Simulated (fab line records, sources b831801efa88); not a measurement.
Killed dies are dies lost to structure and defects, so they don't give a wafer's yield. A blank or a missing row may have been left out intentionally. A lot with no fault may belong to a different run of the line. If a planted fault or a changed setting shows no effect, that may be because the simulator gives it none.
Chamber matching :: flow sky130 :: SKY_CAPM_CVD_00 on pecvd-04 has 3 sister chambers
The step deposits SiO2, target thk 15.5 nm. 3 wafers are shown with their chamber, then 7 later ones without.

== WAFERS, EACH WITH ITS CHAMBER ==
wafer: L946.2
chamber: 0
heater power w (W): 792

wafer: L949.1
chamber: 2
heater power w (W): 916

wafer: L949.4
chamber: 1
heater power w (W): 931

== WAFERS MISSING THEIR CHAMBER ==
wafer: L949.5
heater power w (W): 884

wafer: L951.4
heater power w (W): 873

wafer: L951.5
heater power w (W): 700

wafer: L951.6
heater power w (W): 911

wafer: L952.2
heater power w (W): 801

wafer: L952.3
heater power w (W): 778

wafer: L952.4
heater power w (W): 767

== WHICH CHAMBER EACH WENT THROUGH ==
wafer: L949.5
from the rows above: can't be placed: 2 or 1 or 0
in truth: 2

wafer: L951.4
from the rows above: can't be placed: 2 or 1 or 0
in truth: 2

wafer: L951.5
from the rows above: 0
in truth: 0

wafer: L951.6
from the rows above: can't be placed: 2 or 1
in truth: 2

wafer: L952.2
from the rows above: 0
in truth: 0

wafer: L952.3
from the rows above: 0
in truth: 0

wafer: L952.4
from the rows above: 0
in truth: 0
4 of 7 placed correctly. These rows do not allow placing 3 (true chamber among the candidates in 3). Wrongly placed: 0.
How it was worked out, from the rows above alone: a wafer's distance from a chamber is the root of the sum, over the readings, of the square of ((its reading less the chamber's mean) divided by the reading's scatter). If the next closest chamber is less than 2 further off than the closest, the wafer can't be placed; otherwise it belongs to the closest. Each chamber's mean is taken over the wafers shown for it. The scatter: root of mean squared gap, hidden wafer to nearest shown wafer, with one shown wafer a chamber.
